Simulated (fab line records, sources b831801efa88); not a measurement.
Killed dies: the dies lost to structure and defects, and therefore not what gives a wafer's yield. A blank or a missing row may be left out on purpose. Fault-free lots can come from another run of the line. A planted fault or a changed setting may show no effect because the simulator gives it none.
Chamber matching    flow sky130    SKY_VIA4_ETCH_12 on rie-diel-02 has 4 sister chambers
The step etches SiO2 in C4F8/O2/Ar, stops on TiN, target depth 580 nm. 8 wafers are shown with their chamber, then 12 later ones without.

EACH WAFER AND ITS CHAMBER
wafer   chamber  oes-product-au (a.u.)
L084.2  1        0.924
L084.4  0        0.920
L084.6  0        0.928
L086.1  3        0.928
L086.5  2        0.925
L087.2  2        0.926
L087.4  1        0.934
L087.5  3        0.918

WAFERS WITHOUT THEIR CHAMBER
wafer   oes-product-au (a.u.)
L090.1  0.929
L090.2  0.925
L090.3  0.916
L090.4  0.932
L090.5  0.920
L090.6  0.924
L094.3  0.929
L094.5  0.923
L094.6  0.933
L096.2  0.924
L096.4  0.926
L096.5  0.920

THE CHAMBER EACH PASSED THROUGH
wafer   from the rows above                in truth
L090.1  can't be placed: 1 or 2 or 0 or 3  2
L090.2  can't be placed: 2 or 0 or 3 or 1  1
L090.3  can't be placed: 3 or 0 or 2 or 1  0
L090.4  can't be placed: 1 or 2 or 0 or 3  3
L090.5  can't be placed: 3 or 0 or 2 or 1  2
L090.6  can't be placed: 0 or 3 or 2 or 1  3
L094.3  can't be placed: 1 or 2 or 0 or 3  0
L094.5  can't be placed: 3 or 0 or 2 or 1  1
L094.6  can't be placed: 1 or 2 or 0 or 3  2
L096.2  can't be placed: 0 or 3 or 2 or 1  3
L096.4  can't be placed: 2 or 0 or 1 or 3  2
L096.5  can't be placed: 3 or 0 or 2 or 1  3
Correctly placed: 0 of 12. Can't be placed from these rows: 12 (the true chamber is among the candidates in 12). 0 placed wrongly.
How it was worked out, from the rows above alone: a wafer's distance from a chamber is the root of the sum, over the readings, of the square of ((its reading less the chamber's mean) divided by the reading's scatter). The wafer belongs to the nearest chamber; if the next one is less than 2 further off, it can't be placed. For every chamber, the mean is computed from those of its wafers that are shown. The scatter is the square root of a quotient: the sum, over the shown wafers, of each reading's squared deviation from its chamber's mean, divided by wafers minus chambers.
